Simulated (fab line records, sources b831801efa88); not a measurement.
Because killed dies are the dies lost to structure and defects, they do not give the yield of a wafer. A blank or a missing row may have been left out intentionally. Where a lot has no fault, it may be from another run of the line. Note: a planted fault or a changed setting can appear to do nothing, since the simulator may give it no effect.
fab line records    flow gf180mcu
record lots=7  wafers=21  last-day=34
route steps=602 shown SAB@272 SALICIDE@278 PASSIVATION@602
lots that met no fault: taken from a fault-free run of the same line
start-h: hours from the record's opening day to when the first of the lot's shown wafers began    wait-h: how many hours have passed since the lot's step before this one    " the same as in the row above    L1.1+2: several wafers, shown together as one row    - no value, or no start given    * or withheld: withheld    < > ~ a bound
route shown NAME@n: a module of which the file shows steps, and the number in the route of the first    usual: mean/standard deviation of fault-free wafers    same: alike in all rows    chamber/n: place in a boat    sites: readings site by site    _std_site: standard deviation of those values    _edge_site: mean of outer sites minus mean of inner sites    radius-mm: for every site, how far away it sits from the centre of the wafer    mask NAME#n: copy n    behind: the last tool/chamber to shape the wafer    hold: why the lot was held/for how many hours/how that ended    device: whichever transistor did not switch (one of n, p or np)    end of line: the same wafers' tests at the end of the route    a step with no rows: only its recipe    killed: dies lost to structure and defects at the first sort, not the wafer's yield    map: dies across one wafer; x = killed, . = not, _ = none there
set.NAME: setting as actually run; set.NAME@STEP: the setting as run at that earlier step    model.NAME: the simulator's own value behind a step, which no gauge read
certain route steps with their lots: each step a table, each wafer a row
services: the hour from which a tool's chamber was out of use, counted from the record's first day as start-h (under 0 if before that day), plus the number of hours and why
## steps
# step GF_SAB_DEVELOP_08
# recipe develop-time-s=60  dev-temp-c=23
# step GF_SAB_CD_MEAS_09
# recipe target-cd-nm=420
# usual cd-nm=419.7/2.5
lot.wafer  tool       chamber  start-h  wait-h  cd-nm
L451.1     cd-sem-01  -        348.49   0.1     418.4
L451.2     "          -        "        "       417.8
L451.4     "          -        "        "       420.7
L454.2     cd-sem-01  -        369.96   0.1     416.7
L454.5     "          -        "        "       414.8
L454.6     "          -        "        "       417.5
L456.2     cd-sem-02  -        387.01   0.1     418.4
L456.3     "          -        "        "       418.3
L456.5     "          -        "        "       419.4
L457.1     cd-sem-02  -        396.60   0.1     420.0
L457.4     "          -        "        "       419.5
L457.5     "          -        "        "       419.3
L455.3     cd-sem-01  -        397.88   0.1     418.4
L455.4     "          -        "        "       419.0
L455.5     "          -        "        "       419.2
L463.1     cd-sem-02  -        451.23   0.1     421.0
L463.5     "          -        "        "       423.1
L463.6     "          -        "        "       424.5
L472.2     cd-sem-02  -        524.12   0.1     423.4
L472.5     "          -        "        "       425.4
L472.6     "          -        "        "       423.7
# step GF_SAB_OVL_MEAS_10
# usual SAB_OVL=-0.6/1.3
lot.wafer  tool        chamber  start-h  wait-h  SAB_OVL[nm]
L451.1     overlay-01  -        348.61   0.1     -1.9
L451.2     "           -        "        "       -0.7
L451.4     "           -        "        "       0.6
L454.2     overlay-01  -        370.06   0.1     0.8
L454.5     "           -        "        "       1.5
L454.6     "           -        "        "       0.4
L456.2     overlay-01  -        387.12   0.1     0.7
L456.3     "           -        "        "       -2.5
L456.5     "           -        "        "       -1.1
L457.1     overlay-01  -        396.72   0.1     -1.9
L457.4     "           -        "        "       -0.5
L457.5     "           -        "        "       -1.5
L455.3     overlay-02  -        397.97   0.1     0.6
L455.4     "           -        "        "       1.2
L455.5     "           -        "        "       0.9
L463.1     overlay-01  -        451.35   0.1     -0.7
L463.5     "           -        "        "       -1.3
L463.6     "           -        "        "       -0.2
L472.2     overlay-01  -        524.23   0.1     -1.3
L472.5     "           -        "        "       0.7
L472.6     "           -        "        "       -1.3
# step GF_SAB_ETCH_11
# recipe chemistry=C4F8/O2/Ar  mask-material=NOVOLAK  target=SiO2  target-depth-nm=55  source-w=1500  bias-w=1200  pressure-mtorr=40  c4f8-flow-sccm=withheld  O2_flow_sccm=6  Ar_flow_sccm=300  time-s=8.5
# usual oes-product-au=0.993/0.01
lot.wafer  tool         chamber  start-h  wait-h  oes-product-au  rf-hours-counter-h
L451.1     rie-diel-03  2        348.65   0.0     0.995           34
L451.2     "            1        "        "       0.992           2
L451.4     "            3        "        "       1.021           9
L454.2     rie-diel-04  0        370.09   0.0     1.013           5
L454.5     "            2        "        "       1.008           -
L454.6     "            0        "        "       1.010           -
L456.2     rie-diel-03  3        387.15   0.0     0.993           10
L456.3     "            0        "        "       1.000           11
L456.5     "            1        "        "       0.997           -
L457.1     rie-diel-03  0        396.76   0.0     0.989           11
L457.4     "            1        "        "       0.978           3
L457.5     "            3        "        "       0.998           -
L455.3     rie-diel-02  2        397.99   0.0     0.993           89
L455.4     "            1        "        "       0.975           80
L455.5     "            0        "        "       0.997           -
L463.1     rie-diel-03  3        451.39   0.0     1.008           11
L463.5     "            3        "        "       0.998           -
L463.6     "            0        "        "       0.989           -
L472.2     rie-diel-03  1        524.26   0.0     0.974           7
L472.5     "            2        "        "       0.985           -
L472.6     "            1        "        "       0.972           -
# step GF_SAB_WET_ETCH_12
# recipe chemistry=dHF  target-depth-nm=22  dry=n2-spin  target=SiO2  temp-c=25  dilution=100:1  time-s=440
# step GF_SAB_STRIP_13
# recipe chemistry=O2/N2  power-w=1400  pressure-mtorr=1500  platen-temp-c=250  o2-flow-sccm=3000  n2-flow-sccm=300  overash-fraction=0.5
# usual drypump-motor-current-A=6.0/0.32  heater-power-w=375/55  oes-product-au=0.709/0.0043  strip-time-to-endpoint-s=12.59/0.036
lot.wafer  tool             chamber  start-h  wait-h  drypump-motor-current-A  heater-power-w  oes-product-au  rf-hours-counter-h  strip-time-to-endpoint-s
L451.1     plasma-asher-01  0        348.80   0.0     5.6                      372             0.717           72                  12.61
L451.2     "                1        "        "       6.0                      326             0.703           72                  12.56
L451.4     "                0        "        "       5.7                      379             0.706           -                   12.57
L454.2     plasma-asher-02  0        370.24   0.0     6.3                      384             0.713           26                  12.61
L454.5     "                1        "        "       6.2                      463             0.718           -                   12.59
L454.6     "                0        "        "       6.3                      369             0.715           -                   12.62
L456.2     plasma-asher-01  0        387.37   0.0     5.6                      386             0.704           77                  12.59
L456.3     "                0        "        "       5.6                      370             0.711           -                   12.57
L456.5     "                0        "        "       5.7                      370             0.710           -                   12.56
L457.1     plasma-asher-01  0        396.92   0.0     5.6                      371             0.709           78                  12.61
L457.4     "                1        "        "       6.1                      329             0.709           -                   12.61
L457.5     "                0        "        "       5.6                      379             0.712           -                   12.61
L455.3     plasma-asher-03  1        398.19   0.0     6.3                      306             0.716           -                   12.57
L455.4     "                0        "        "       5.5                      438             0.697           -                   12.62
L455.5     "                1        "        "       6.3                      307             0.706           -                   12.61
L463.1     plasma-asher-03  1        451.54   0.0     6.3                      304             0.709           77                  12.57
L463.5     "                0        "        "       5.5                      438             0.707           -                   12.62
L463.6     "                1        "        "       6.3                      302             0.708           -                   12.60
L472.2     plasma-asher-01  1        524.41   0.0     6.1                      322             0.718           10                  12.63
L472.5     "                0        "        "       5.7                      372             0.709           -                   12.63
L472.6     "                1        "        "       6.1                      321             0.710           -                   12.60
# step GF_SALICIDE_CLEAN_00
# recipe chemistry=SC1/SC2  mix=1:4:20  temp-c=70  time-s=150
# step GF_SALICIDE_WET_ETCH_01
# recipe chemistry=dHF  target-depth-nm=5  dry=ipa-marangoni  target=SiO2  temp-c=25  dilution=100:1  time-s=100
# step GF_SALICIDE_SPUTTER_02
# recipe material=Co  target-thk-nm=10  power-w=1000  time-s=20  chamber-pressure-pa=0.4
# usual throttle-valve-pct=30.5/1.3
lot.wafer  tool            chamber  start-h  wait-h  throttle-valve-pct
L451.1     pvd-sputter-01  -        348.99   0.0     30.8
L451.2     "               -        "        "       27.9
L451.4     "               -        "        "       31.9
L454.2     pvd-sputter-04  -        370.43   0.0     30.5
L454.5     "               -        "        "       29.7
L454.6     "               -        "        "       30.5
L456.2     pvd-sputter-04  -        387.56   0.0     30.5
L456.3     "               -        "        "       29.5
L456.5     "               -        "        "       29.7
L457.1     pvd-sputter-03  -        397.11   0.0     32.3
L457.4     "               -        "        "       30.1
L457.5     "               -        "        "       31.7
L455.3     pvd-sputter-01  -        398.34   0.0     30.9
L455.4     "               -        "        "       29.7
L455.5     "               -        "        "       27.9
L463.1     pvd-sputter-03  -        451.73   0.0     30.8
L463.5     "               -        "        "       30.2
L463.6     "               -        "        "       31.6
L472.2     pvd-sputter-04  -        524.61   0.0     29.3
L472.5     "               -        "        "       29.3
L472.6     "               -        "        "       29.1
# step GF_SALICIDE_SPUTTER_03
# recipe material=TiN  target-thk-nm=20  power-w=6500  time-s=16.7  chamber-pressure-pa=0.4071
# usual throttle-valve-pct=30.4/1.3
lot.wafer  tool            chamber  start-h  wait-h  throttle-valve-pct
L451.1     pvd-sputter-01  -        349.02   0.0     30.6
L451.2     "               -        "        "       27.8
L451.4     "               -        "        "       32.1
L454.2     pvd-sputter-04  -        370.46   0.0     30.4
L454.5     "               -        "        "       29.8
L454.6     "               -        "        "       30.6
L456.2     pvd-sputter-04  -        387.58   0.0     30.8
L456.3     "               -        "        "       29.6
L456.5     "               -        "        "       29.5
L457.1     pvd-sputter-03  -        397.14   0.0     32.5
L457.4     "               -        "        "       29.8
L457.5     "               -        "        "       31.8
L455.3     pvd-sputter-01  -        398.37   0.0     31.0
L455.4     "               -        "        "       29.6
L455.5     "               -        "        "       28.0
L463.1     pvd-sputter-03  -        451.76   0.0     31.4
L463.5     "               -        "        "       29.8
L463.6     "               -        "        "       31.3
L472.2     pvd-sputter-04  -        524.64   0.0     29.7
L472.5     "               -        "        "       29.4
L472.6     "               -        "        "       29.6
# step GF_SALICIDE_RS_MEAS_04
# recipe thk-meas-gauge=four-point-probe  reads=TiN_of_SALICIDE_SPUTTER_03+Co_of_SALICIDE_SPUTTER_02
# usual SALICIDE_TIN_RS=16.3/0.36
lot.wafer  tool           chamber  start-h  wait-h  SALICIDE_TIN_RS[ohm/sq]
L451.1     film-metro-02  -        349.05   0.0     16.8
L451.2     "              -        "        "       16.1
L451.4     "              -        "        "       16.0
L454.2     film-metro-03  -        370.51   0.0     16.4
L454.5     "              -        "        "       16.6
L454.6     "              -        "        "       16.5
L456.2     film-metro-03  -        387.63   0.0     16.6
L456.3     "              -        "        "       16.6
L456.5     "              -        "        "       16.0
L457.1     film-metro-03  -        397.17   0.0     16.3
L457.4     "              -        "        "       16.3
L457.5     "              -        "        "       16.1
L455.3     film-metro-02  -        398.44   0.1     16.8
L455.4     "              -        "        "       16.3
L455.5     "              -        "        "       16.4
L463.1     film-metro-02  -        451.79   0.0     16.2
L463.5     "              -        "        "       16.6
L463.6     "              -        "        "       16.3
L472.2     film-metro-04  -        524.69   0.0     16.2
L472.5     "              -        "        "       16.0
L472.6     "              -        "        "       16.0
# step GF_SALICIDE_THK_MEAS_05
# recipe thk-meas-gauge=xrf  reads=TiN_of_SALICIDE_SPUTTER_03
# usual SALICIDE_TIN_THK=19.72/0.24
lot.wafer  tool           chamber  start-h  wait-h  SALICIDE_TIN_THK[nm]
L451.1     film-metro-02  -        349.17   0.1     19.62
L451.2     "              -        "        "       19.84
L451.4     "              -        "        "       19.30
L454.2     film-metro-03  -        370.62   0.1     19.79
L454.5     "              -        "        "       19.81
L454.6     "              -        "        "       19.63
L456.2     film-metro-03  -        387.74   0.1     19.67
L456.3     "              -        "        "       19.60
L456.5     "              -        "        "       19.87
L457.1     film-metro-03  -        397.29   0.1     19.47
L457.4     "              -        "        "       19.75
L457.5     "              -        "        "       19.50
L455.3     film-metro-02  -        398.54   0.1     19.59
L455.4     "              -        "        "       19.70
L455.5     "              -        "        "       20.07
L463.1     film-metro-02  -        451.91   0.1     19.73
L463.5     "              -        "        "       20.03
L463.6     "              -        "        "       19.68
L472.2     film-metro-04  -        524.80   0.1     19.71
L472.5     "              -        "        "       19.83
L472.6     "              -        "        "       19.92
# step GF_SALICIDE_RTA_06
# recipe temp-c=530  time-s=30  ambient=N2
# usual anneal-temp-c-max=532.2/0.56  chamber-o2-ppm=2.000/0.021  lamp-power-pct=5.947/0.023  wafer_temp_C_max=533.1/1.1
lot.wafer  tool           chamber  start-h  wait-h  anneal-temp-c-max  chamber-o2-ppm  lamp-power-pct  wafer_temp_C_max
L451.1     rtp-anneal-01  0        349.23   0.1     532.2              2.026           5.979           532.0
L451.2     "              0        "        "       532.3              2.027           5.966           531.9
L451.4     "              0        "        "       532.7              1.968           5.969           532.0
L454.2     rtp-anneal-02  0        370.70   0.1     531.3              2.020           5.919           535.1
L454.5     "              0        "        "       531.4              2.005           5.928           533.7
L454.6     "              0        "        "       532.0              1.976           5.927           533.6
L456.2     rtp-anneal-01  -        387.81   0.1     -                  -               -               -
L456.3     "              -        "        "       -                  -               -               -
L456.5     "              -        "        "       -                  -               -               -
L457.1     rtp-anneal-02  -        397.35   0.1     -                  -               -               -
L457.4     "              -        "        "       -                  -               -               -
L457.5     "              -        "        "       -                  -               -               -
L455.3     rtp-anneal-02  -        398.61   0.1     -                  -               -               -
L455.4     "              -        "        "       -                  -               -               -
L455.5     "              -        "        "       -                  -               -               -
L463.1     rtp-anneal-02  0        451.97   0.1     532.1              1.965           5.910           534.0
L463.5     "              0        "        "       531.0              1.998           5.926           532.9
L463.6     "              0        "        "       531.0              1.992           5.932           534.7
L472.2     rtp-anneal-02  0        524.86   0.1     532.2              1.966           5.931           535.1
L472.5     "              0        "        "       532.4              1.976           5.918           534.5
L472.6     "              0        "        "       530.8              1.980           5.928           534.7
# step GF_SALICIDE_WET_ETCH_07
# recipe chemistry=SPM  target-depth-nm=120  dry=n2-spin
# step GF_PASSIVATION_PROBE_99
lot.wafer  tool       chamber  start-h  wait-h  model.etest.ppoly-sal.line-ohm-um  model.etest.npoly-sal.line-ohm-um  model.etest.pplus-sal.line-ohm-um  model.etest.ppoly-sal.rs-ohm-sq  model.etest.npoly-sal.rs-ohm-sq  model.etest.ppoly-u.end-ohm  model.etest.nplus-sal.line-ohm-um  model.etest.contact-poly.rc-ohm
L451.1     prober-01  -        683.27   0.1     29.21                              29.06                              35.2                               7.567                            7.526                            31.84                        32.23                              5.528
L451.2     prober-01  -        683.32   0.1     27.42                              27.83                              34.81                              7.179                            7.215                            30.73                        31.32                              5.923
L451.4     prober-01  -        683.42   0.2     27.82                              27.69                              32.97                              7.062                            7.086                            30.2                         29.37                              5.878
L454.2     prober-02  -        699.36   0.1     28.46                              28.45                              35.09                              7.311                            7.288                            27.59                        31.55                              5.89
L454.5     prober-02  -        699.51   0.2     28.42                              28.29                              34.97                              7.386                            7.415                            28.19                        31.69                              6.044
L454.6     prober-02  -        699.56   0.2     28.53                              28.3                               34.47                              7.31                             7.37                             27.54                        30.84                              5.791
L456.2     prober-01  -        717.04   0.1     1343                               1238                               852.5                              370.2                            345.4                            292.1                        276.4                              242.8
L456.3     prober-01  -        717.09   0.2     1247                               1176                               867.5                              350.8                            331                              283.7                        272.9                              237.6
L456.5     prober-01  -        717.19   0.2     1244                               1183                               847.5                              348.9                            330                              274.4                        283.1                              227.7
L457.1     prober-02  -        720.06   0.1     1252                               1216                               829.3                              345.8                            334.2                            293.5                        271.5                              246.4
L457.4     prober-02  -        720.21   0.2     1257                               1200                               827.3                              348.7                            331.1                            280.3                        270.2                              235.5
L457.5     prober-02  -        720.26   0.2     1239                               1172                               808.9                              340.3                            325.7                            288.6                        274                                243.3
L455.3     prober-01  -        723.48   0.2     1205                               1145                               835.2                              336.2                            317.5                            279.2                        270.7                              234.3
L455.4     prober-01  -        723.53   0.2     1227                               1179                               849.4                              345.9                            326.8                            272.1                        270.8                              226.8
L455.5     prober-01  -        723.58   0.2     1239                               1163                               838.6                              347.1                            324.4                            284.9                        272.5                              240.6
L463.1     prober-01  -        762.44   0.1     27.82                              27.64                              34.58                              7.283                            7.259                            31.08                        31.4                               5.848
L463.5     prober-01  -        762.64   0.2     28.45                              28.52                              35.19                              7.471                            7.437                            31.09                        31.39                              5.859
L463.6     prober-01  -        762.69   0.2     27.73                              27.39                              34.39                              7.296                            7.241                            30.98                        31.23                              5.955
L472.2     prober-01  -        811.44   0.1     28.23                              28.18                              34.62                              7.317                            7.271                            31.09                        30.98                              5.844
L472.5     prober-01  -        811.59   0.2     28.06                              28.11                              34.78                              7.195                            7.191                            30.18                        30.64                              5.776
L472.6     prober-01  -        811.64   0.2     27.66                              27.52                              35.19                              7.084                            7.14                             29.54                        31.47                              5.769
# killed by level:class
L451.1 V2:geometric-particle:open=6 STI:geometric-particle:open=4 CONTACT:geometric-particle:open=4 CONTACT:geometric-particle:short=3 M1:geometric-particle:short=3 V1:geometric-particle:open=3 V5:geometric-particle:open=3 STI:geometric-particle:short=2
L451.2 STI:geometric-particle:open=5 M3:geometric-particle:short=5 V3:geometric-particle:open=5 CONTACT:geometric-particle:open=4 V1:geometric-particle:open=4 V5:geometric-particle:open=4 M4:geometric-particle:short=4 V4:geometric-particle:open=4
L451.4 V5:geometric-particle:open=7 V4:geometric-particle:open=5 V1:geometric-particle:open=4 V3:geometric-particle:open=4 STI:geometric-particle:short=3 V2:geometric-particle:short=3 V2:geometric-particle:open=3 M4:geometric-particle:short=3
L454.2 CONTACT:geometric-particle:open=7 STI:geometric-particle:short=4 V3:geometric-particle:open=4 V2:geometric-particle:open=3 V4:geometric-particle:open=3 V5:geometric-particle:short=3 SALICIDE:geometric-particle:short=2 M1:geometric-particle:short=2
L454.5 V1:geometric-particle:open=6 V5:geometric-particle:open=6 CONTACT:geometric-particle:short=3 V1:geometric-particle:short=3 V3:geometric-particle:open=3 V4:geometric-particle:short=3 V4:geometric-particle:open=3 STI:geometric-particle:open=2
L454.6 CONTACT:geometric-particle:open=7 V2:geometric-particle:open=4 V1:geometric-particle:open=4 M1:geometric-particle:short=3 V3:geometric-particle:open=3 V5:geometric-particle:open=3 STI:geometric-particle:open=2 CONTACT:geometric-particle:short=2
L463.1 V3:geometric-particle:open=7 V2:geometric-particle:open=6 CONTACT:geometric-particle:short=4 STI:geometric-particle:short=3 CONTACT:geometric-particle:open=3 V1:geometric-particle:short=3 M1:geometric-particle:short=2 M1:geometric-particle:open=2
L463.5 CONTACT:geometric-particle:open=5 V4:geometric-particle:open=5 V1:geometric-particle:open=4 V4:geometric-particle:short=4 STI:geometric-particle:open=3 STI:geometric-particle:short=3 V2:geometric-particle:open=3 V3:geometric-particle:short=3
L463.6 V3:geometric-particle:open=6 V4:geometric-particle:open=5 V5:geometric-particle:open=5 V1:geometric-particle:short=4 CONTACT:geometric-particle:open=4 M2:geometric-particle:short=4 V4:geometric-particle:short=4 M1:geometric-particle:short=3
L472.2 V1:geometric-particle:short=6 V5:geometric-particle:open=4 STI:geometric-particle:open=3 STI:geometric-particle:short=2 POLY_GATE:geometric-particle:open=2 POLY_GATE:geometric-particle:short=2 SAB:geometric-particle:open=2 M2:geometric-particle:short=2
L472.5 CONTACT:geometric-particle:open=6 V3:geometric-particle:open=5 V1:geometric-particle:short=4 V1:geometric-particle:open=4 V2:geometric-particle:short=4 V2:geometric-particle:open=3 M2:geometric-particle:short=3 V4:geometric-particle:open=3
L472.6 V4:geometric-particle:open=4 STI:geometric-particle:open=3 CONTACT:geometric-particle:open=3 V1:geometric-particle:short=3 V1:geometric-particle:open=3 V2:geometric-particle:open=3 M2:geometric-particle:short=2 V3:geometric-particle:short=2
## services
tool             chamber  start-h  hours  kind
rie-diel-02      1        336.18   4.2    repair
plasma-asher-01  -        338.93   2.7    repair
rie-diel-04      0        341.98   1.5    repair
rie-diel-03      0        350.52   4.0    repair
plasma-asher-03  -        362.87   14.6   pm
rie-diel-04      3        369.84   4.4    repair
plasma-asher-02  -        371.35   2.8    pm
rie-diel-03      -        377.19   1.9    repair
rie-diel-04      -        377.82   2.8    pm
rie-diel-03      2        385.20   3.0    repair
pvd-sputter-03   -        395.25   0.5    repair
rie-diel-03      1        408.06   7.8    repair
rie-diel-02      2        414.29   1.6    repair
rie-diel-02      2        420.49   9.7    repair
plasma-asher-01  -        421.25   9.0    pm
rie-diel-02      0        429.67   15.7   repair
rie-diel-03      -        431.52   1.6    repair
rie-diel-03      3        452.66   10.5   repair
pvd-sputter-04   -        470.76   3.6    repair
rie-diel-03      3        480.13   5.1    repair
plasma-asher-02  -        492.78   12.3   repair
pvd-sputter-01   -        499.39   2.1    repair
rie-diel-04      0        518.93   5.9    repair
rie-diel-03      -        519.91   2.8    pm
## key
first-sign step=GF_SALICIDE_RTA_06  reading=tool-record  direction=missing
effect none on later readings
model-effect step=GF_PASSIVATION_PROBE_99  value=etest.ppoly-sal.line-ohm-um  without=28.21  struck=1250
met-at GF_SALICIDE_RTA_06
struck-wafers L455.3,L455.4,L455.5,L456.2,L456.3,L456.5,L457.1,L457.4,L457.5
later-rows-left-out L455.3,L455.4,L455.5,L456.2,L456.3,L456.5,L457.1,L457.4,L457.5
sort-left-out L455.3,L455.4,L455.5,L456.2,L456.3,L456.5,L457.1,L457.4,L457.5
tester-left-out L455,L456,L457
onset-between 370.70 387.81
fault kind=skipped-step-whole  tool=rtp-anneal-01,rtp-anneal-02  chamber=-  onset-h=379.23  steps=GF_SALICIDE_RTA_06  scope=struck-lots-only
# tester-left-out: of these lots the tester's yield and bins aren't shown, on N5 and GAA mostly nor the transistor test; their killed dies are dies lost to structure and defects alone, not to doping, threshold or leakage, so they don't give the yield
# sort-left-out: the simulated sort isn't trusted on such a fault, so these wafers' sort isn't shown, and their yield isn't known
# later-rows-left-out: the simulator's readings of these wafers behind a module that went badly wrong aren't trusted and aren't shown, but for the sort
